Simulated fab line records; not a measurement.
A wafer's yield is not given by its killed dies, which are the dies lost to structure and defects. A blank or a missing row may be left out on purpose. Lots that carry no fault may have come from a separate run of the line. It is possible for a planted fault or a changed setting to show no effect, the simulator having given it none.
Struck lot and sound lot, side by side ; flow gf180mcu ; 28 out of 602 route steps
Sound: the wafers L813.1, L813.5, L813.6. Struck: wafers L820.4, L820.5, L820.6. At the end, the cause is stated.
Per side, at each step with rows, come the tool, then ch with its chambers, and then its first start. Under that, the readings that differ: sound wafers ; struck wafers ; difference of the means ; sigmas: that difference in standard deviations of wafers without a fault.
alike: readings whose means differ by less than 2 such deviations, and words and numbers that are the same on both sides. not compared: withheld readings, readings that some wafer has no value for, bounds like >300 that may hide the same value, and numbers for which the record gives no deviation and whose values overlap.
Wherever a step has rows on one side only, a row that says differs or no value, or a row with sigmas, the two part there. Numbers that have no deviation but don't overlap get no sigmas and don't part them. A reading missing from all wafers of one side parts the sides only when that side holds two or more wafers.

GF_LVPWELL_STRIP_10: strips in O2/N2.
  sound on plasma-asher-03 ch 0,1, day 4 22:53; struck on plasma-asher-04 ch 0,1, day 6 16:22
reading;sound;struck;difference;sigmas
drypump-motor-current-A (A);6.1 6.1 6.1;4.9 4.9 5.4;-1.0;-2
  alike: heater-power-w, oes-product-au, strip-time-to-endpoint-s
  not compared: rf-hours-counter-h
GF_LVPWELL_TW_MEAS_11:
  struck on film-metro-03, day 6 16:28; sound on film-metro-03, day 4 22:59
  alike: LVPWELL_TW
then, 7 steps without rows for these wafers: GF_MVSD_DEHYDRATE_00 (time 60 s); GF_MVSD_HMDS_01 (prime time 60 s); GF_MVSD_COAT_02 (resist thk 3000 nm); GF_MVSD_SOFTBAKE_03; GF_MVSD_EXPOSE_04 (exposes mask MVSD, target cd 1000 nm); GF_MVSD_PEB_05; GF_MVSD_DEVELOP_06 (develop time 60 s).
GF_MVSD_OVL_MEAS_07:
  struck on overlay-02, day 7 07:01; sound on overlay-02, day 5 13:00
  alike: MVSD_OVL
then, 2 steps without rows for these wafers: GF_MVSD_IMPLANT_08; GF_MVSD_IMPLANT_09.
GF_MVSD_STRIP_10: strips in O2/N2.
  sound on plasma-asher-01 ch 0,1, day 5 13:20; struck on plasma-asher-01 ch 0,1, day 7 07:22
reading;sound;struck;difference;sigmas
oes-product-au (a.u.);0.725 0.725 0.720;0.963 0.968 0.960;+0.240;+52
strip-time-to-endpoint-s (s);36.84 36.91 36.93;- - -;no value on the struck wafers;
model.coat_of_MVSD_COAT_02.thk-nm (nm);0 0 0;350.2 349.1 351.1;+350.1;
  alike: drypump-motor-current-A, heater-power-w
  not compared: rf-hours-counter-h
GF_MVSD_TW_MEAS_11:
  struck on film-metro-01, day 7 07:28; sound on film-metro-01, day 5 13:26
  alike: MVSD_TW
then, 7 steps without rows for these wafers: GF_MVPSD_DEHYDRATE_00 (time 60 s); GF_MVPSD_HMDS_01 (prime time 60 s); GF_MVPSD_COAT_02 (resist thk 3000 nm); GF_MVPSD_SOFTBAKE_03; GF_MVPSD_EXPOSE_04 (exposes mask MVPSD, target cd 1000 nm); GF_MVPSD_PEB_05; GF_MVPSD_DEVELOP_06 (develop time 60 s).
GF_MVPSD_OVL_MEAS_07:
  struck on overlay-02, day 7 23:07; sound on overlay-02, day 6 04:12
  alike: MVPSD_OVL
then, 2 steps without rows for these wafers: GF_MVPSD_IMPLANT_08; GF_MVPSD_IMPLANT_09.
GF_MVPSD_STRIP_10: strips in O2/N2.
  sound on plasma-asher-02 ch 0,1, day 6 04:32; struck on plasma-asher-01 ch 0,1, day 7 23:28
reading;sound;struck;difference;sigmas
strip-time-to-endpoint-s (s);37.08 36.97 37.06;42.09 42.17 42.17;+5.11;+65
  alike: drypump-motor-current-A, heater-power-w, oes-product-au
  not compared: rf-hours-counter-h
GF_MVPSD_TW_MEAS_11:
  struck on film-metro-02, day 7 23:34; sound on film-metro-02, day 6 04:38
reading;sound;struck;difference;sigmas
MVPSD_TW;561 563 561;529 530 530;-32;-9
then, 1 step without rows for these wafers: GF_VT_IMPLANT_DEHYDRATE_00 (time 60 s).
-- record jumps: 25 days separate the struck wafers' starts on either side; left off in module VT_IMPLANT, taken up again in module PASSIVATION, whose first shown step is the route's number 602 --
GF_PASSIVATION_PROBE_99:
  struck on prober-01, day 32 14:13; sound on prober-01, day 30 10:05
reading;sound;struck;difference;sigmas
model.etest.ldpmos_10p0.r-on-ohm-um;1.12e+04 1.106e+04 1.108e+04;3.212e+04 3.323e+04 3.384e+04;+2.195e+04;
model.etest.ldpmos_10p0.drive-ua-um;256.1 258.7 258.4;132.9 130.9 129.9;-126.5;
model.etest.ldpmos_10p0.drive-ua-um-range;4.396 3.987 4.908;2.178 1.862 1.242;-2.670;
model.etest.p-drift.open;0 0 0;1 1 1;+1;
model.etest.ldpmos_10p0.off-log10-a-um;-12.06 -12.03 -12.08;-11.17 -11.59 -11.53;+0.63;

WHERE THEY PART
Earliest at GF_LVPWELL_STRIP_10; latest, in this record, at GF_MVPSD_TW_MEAS_11.

WHY: what the simulator had put in
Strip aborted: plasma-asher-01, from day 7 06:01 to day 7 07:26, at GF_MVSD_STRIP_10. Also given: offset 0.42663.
